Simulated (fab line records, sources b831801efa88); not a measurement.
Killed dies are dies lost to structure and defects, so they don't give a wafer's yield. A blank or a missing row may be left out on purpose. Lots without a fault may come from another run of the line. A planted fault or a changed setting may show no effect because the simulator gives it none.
A struck lot beside a sound one | flow sfq_line | 18 steps out of a route of 325
Sound: wafers L865.2, L865.3, L865.4. Struck: wafers L857.1, L857.5, L857.6. The cause comes at the end.
At each step with rows: each side's tool, then ch and its chambers, then its first start. Under that, the readings that differ: sound wafers | struck wafers | difference of the means | sigmas: that difference in standard deviations of wafers without a fault.
alike: readings whose means differ by less than 2 such deviations, and words and numbers that are the same on both sides. not compared: withheld readings, readings that some wafer has no value for, bounds like >300 that may hide the same value, and numbers for which the record gives no deviation and whose values overlap.
The two part at a step that has a row with sigmas, a row that says differs or no value, or rows on one side only. Numbers that don't overlap but have no deviation are shown without sigmas and don't part them. A reading that every wafer of one side lacks parts them only if that side has two wafers or more.

first, 2 steps without rows for these wafers: SFQ_TRILAYER_I4_VIA_STRIP_SOLV_CLEAN_108 (cleans in NMP, time 600 s); SFQ_TRILAYER_JJ_TRILAYER_DEP_PRE_CLEAN_113 (time 22.5 s).
SFQ_TRILAYER_JJ_TRILAYER_DEP_SPUTTER_109: material Nb, target thk 150 nm, time 100 s.
  sound on pvd_sputter-06, day 52 20:17; struck on pvd_sputter-05, day 49 00:46
  alike: cathode_dc_power_W, chamber_pressure_pa, throttle_valve_pct
SFQ_TRILAYER_JJ_TRILAYER_DEP_SPUTTER_110: material Al, target thk 8 nm, time 10 s.
  sound on pvd_sputter-06, day 52 20:22; struck on pvd_sputter-05, day 49 00:50
  alike: cathode_dc_power_W, chamber_pressure_pa, throttle_valve_pct
then, 1 step without rows for these wafers: SFQ_TRILAYER_JJ_TRILAYER_DEP_AL_OXIDATION_111 (oxidation time 600 s).
SFQ_TRILAYER_JJ_TRILAYER_DEP_SPUTTER_112: material Nb, target thk 170 nm, time 113.3 s.
  sound on pvd_sputter-06, day 52 21:23; struck on pvd_sputter-05, day 49 01:51
  alike: cathode_dc_power_W, chamber_pressure_pa, throttle_valve_pct
SFQ_JJ_RS_MEAS_929: measures by four-point-probe.
  sound on film_metro-01, day 52 21:29; struck on film_metro-02, day 49 01:56
  alike: JJ_NB_RS
then, 4 steps without rows for these wafers: SFQ_TRILAYER_JJ_CE_LITHO_COAT_119 (resist thk 62 nm); SFQ_TRILAYER_JJ_CE_LITHO_COAT_114 (resist thk 600 nm); SFQ_TRILAYER_JJ_CE_LITHO_SOFTBAKE_118; SFQ_TRILAYER_JJ_CE_LITHO_EXPOSE_115 (exposes mask J5, target cd 700 nm).
-- the record jumps here: 5 days lie between the struck wafers' starts before and after --
SFQ_TRILAYER_JJ_CE_LITHO_PEB_117: peb time 60 s.
  sound on litho_track-04 ch 0, day 58 02:34; struck on litho_track-04 ch 0, day 54 06:41
  reading                  | sound                | struck               | difference | sigmas
  heater_power_total_W (W) | 79.24 79.23 79.20    | 77.55 77.59 77.54    | -1.66      | -24
  plate_temp_C (C)         | 114.88 115.10 114.90 | 113.44 113.56 113.04 | -1.61      | -12
  alike: chill_plate_temp_C, exhaust_pa
then, 1 step without rows for these wafers: SFQ_TRILAYER_JJ_CE_LITHO_DEVELOP_116 (time 60 s).
SFQ_JJ_OVL_MEAS_931:
  sound on overlay-02, day 58 02:51; struck on overlay-02, day 54 06:59
  reading     | sound  | struck   | difference | sigmas
  J5_OVL (nm) | -1 1 3 | 14 17 11 | +13        | +2
SFQ_TRILAYER_JJ_CE_METRO_MEASURE_117:
  sound on cd_sem-02, day 58 03:05; struck on cd_sem-02, day 54 07:01
  reading    | sound             | struck            | difference | sigmas
  cd_nm (nm) | 699.7 699.6 701.3 | 732.9 733.5 733.5 | +33.1      | +24
SFQ_TRILAYER_JJ_CE_BARC_OPEN_RIE_150: chemistry O2, target BARC, target depth 240 nm, time 80 s.
  sound on rie_metal-01 ch 0,1, day 58 04:05; struck on rie_metal-01 ch 0,1, day 54 08:13
  reading             | sound             | struck          | difference | sigmas
  model.JJ.cd_nm (nm) | 699.4 698.7 700.2 | 735 736.3 734.2 | +36        |
  alike: drypump_motor_current_A, oes_product_au
  not compared: rf_hours_counter_h
SFQ_TRILAYER_JJ_CE_ETCH_RIE_118: chemistry SF6, target Nb, stops on Al2O3, time 97.7 s, target depth 170 nm.
  sound on rie_metal-01 ch 0,1, day 58 04:10; struck on rie_metal-01 ch 0,1, day 54 08:18
  reading             | sound           | struck            | difference | sigmas
  model.JJ.cd_nm (nm) | 700 698.7 700.2 | 734.6 735.7 734.8 | +35.4      |
  alike: drypump_motor_current_A, oes_product_au
  not compared: rf_hours_counter_h
then, 1 step without rows for these wafers: SFQ_TRILAYER_JJ_ANODIZE_ANODIZE_119.

WHERE THEY PART
First at SFQ_TRILAYER_JJ_CE_LITHO_PEB_117; last, within this record, at SFQ_TRILAYER_JJ_CE_METRO_MEASURE_117. Later steps at which nothing parts them and some readings are alike: SFQ_TRILAYER_JJ_CE_BARC_OPEN_RIE_150, SFQ_TRILAYER_JJ_CE_ETCH_RIE_118.

WHY: what the simulator had put in
Process parameter drift: litho_track-04, from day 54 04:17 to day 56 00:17, at SFQ_TRILAYER_JJ_CE_LITHO_PEB_117. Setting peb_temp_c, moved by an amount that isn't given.
